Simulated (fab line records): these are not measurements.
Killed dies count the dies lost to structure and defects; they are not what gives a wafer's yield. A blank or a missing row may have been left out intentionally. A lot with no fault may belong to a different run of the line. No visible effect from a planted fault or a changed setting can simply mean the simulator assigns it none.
Matching of chambers | flow gf180mcu | rie-diel-02 running GF_V5_ETCH_16: 4 sister chambers
The step etches BARC in N2/H2. 8 wafers are shown with their chamber, then 7 later ones without.

## WAFERS, EACH WITH ITS CHAMBER
wafer  | chamber | drypump-motor-current-A (A) | throttle-valve-pct (%)
L187.3 | 2       | 5.7                         | 13.218
L188.3 | 2       | 5.7                         | 13.219
L188.4 | 1       | 4.9                         | 13.231
L188.6 | 0       | 6.5                         | 13.226
L191.3 | 0       | 6.4                         | 13.231
L191.5 | 3       | 5.2                         | 13.230
L192.1 | 3       | 5.2                         | 13.220
L192.3 | 1       | 4.9                         | 13.227

## WAFERS WITHOUT THEIR CHAMBER
wafer  | drypump-motor-current-A (A) | throttle-valve-pct (%)
L192.6 | 6.4                         | 13.235
L193.3 | 6.4                         | 13.215
L193.5 | 5.2                         | 13.221
L193.6 | 6.4                         | 13.214
L204.1 | 6.4                         | 13.242
L204.2 | 5.0                         | 13.224
L204.4 | 5.2                         | 13.241

## EACH ONE'S CHAMBER
wafer  | from the rows above | in truth
L192.6 | 0                   | 0
L193.3 | 0                   | 0
L193.5 | 3                   | 3
L193.6 | 0                   | 0
L204.1 | 0                   | 0
L204.2 | 1                   | 1
L204.4 | 3                   | 3
7 of 7 placed correctly. From these rows, 0 cannot be placed. Number placed wrongly: 0.
How it was worked out, from the rows above alone: a wafer's distance from a chamber is the root of the sum, over the readings, of the square of ((its reading less the chamber's mean) divided by the reading's scatter). If the next closest chamber is less than 2 further off than the closest, the wafer can't be placed; otherwise it belongs to the closest. The mean given for a chamber averages the wafers shown for that chamber. The scatter is the square root of a quotient: the sum, over the shown wafers, of each reading's squared deviation from its chamber's mean, divided by wafers minus chambers.
